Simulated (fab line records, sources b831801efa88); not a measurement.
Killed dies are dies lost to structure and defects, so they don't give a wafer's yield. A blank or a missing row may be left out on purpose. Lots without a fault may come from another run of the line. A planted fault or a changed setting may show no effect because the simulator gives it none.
One fault seen from 2 desks | flow gf180mcu | each desk has only its own numbers; what lay behind them comes last

THE TOOL OWNER'S DESK: litho_track-02
The tool's own readings at GF_CONTACT_PEB_12 (peb time 90 s): means of the sampled wafers that have a number, for each lot that ran on this tool. A lot is out of limits, marked OUT, if its mean lies more than 4 standard deviations from the usual mean; the brackets give that distance.
Columns: A = heater_power_total_W at GF_CONTACT_PEB_12, usual 85.71 W; B = plate_temp_C at GF_CONTACT_PEB_12, usual 134.97 C
lot  | first seen here | A               | B
L578 | day 18 03:49    | 85.82           | 134.88
L580 | day 18 18:03    | 84.82 (-11) OUT | 133.86 (-7.4) OUT
L582 | day 19 07:11    | 84.85 (-10) OUT | 133.95 (-6.8) OUT
L590 | day 22 06:15    | 85.72           | 134.82
This desk's finding: out of limits on L580, L582; first on L580, day 18 18:03 (heater_power_total_W at GF_CONTACT_PEB_12). In limits: L578, L590.

THE METROLOGY DESK
What the gauges read, lot by lot, whatever tool the lot ran on: means of the sampled wafers that have a number. A lot is out of limits, marked OUT, if its mean lies more than 4 standard deviations from the usual mean; the brackets give that distance.
Columns: A = CONTACT_CVD_00_THK at GF_CONTACT_THK_MEAS_01, usual 300 nm; B = CONTACT_CVD_02_THK at GF_CONTACT_THK_MEAS_03, usual 863 nm; C = CONTACT_BOW at GF_CONTACT_BOW_MEAS_05, usual 66 um; D = cd_nm at GF_CONTACT_CD_MEAS_14, usual 220.2 nm; E = CONTACT_OVL at GF_CONTACT_OVL_MEAS_15, usual 0 nm
lot  | first seen here | A   | B   | C  | D     | E
L576 | day 16 09:20    | 298 | 851 | 62 | 222.3 | 5
L578 | day 17 04:21    | 293 | 868 | 67 | 219.1 | -9
L580 | day 17 18:02    | 300 | 861 | 62 | 216.9 | 0
L582 | day 18 06:41    | 301 | 852 | 74 | 217.7 | -2
L590 | day 21 06:13    | 293 | 862 | 65 | 220.2 | 0
L592 | day 22 00:41    | 299 | 858 | 70 | 218.9 | -5
This desk's finding: nothing out of limits on any of the 6 lots.

PUT TOGETHER
The tool owner's desk could have raised an alarm at day 18 18:03, on L580, L582.
The metrology desk saw nothing out of limits.
The metrology desk has L580, L582 on record, within its limits.
Of the lots named, all ran GF_CONTACT_PEB_12 on litho_track-02.

WHAT THE SIMULATOR HAD PUT IN
Process parameter drift: litho_track-02, from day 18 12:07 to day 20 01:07, at GF_CONTACT_PEB_12. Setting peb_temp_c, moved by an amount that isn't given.
Lots struck among those shown: L580, L582.
Hours from the fault's start to each desk's first reading out of limits: the tool owner's desk, 6.
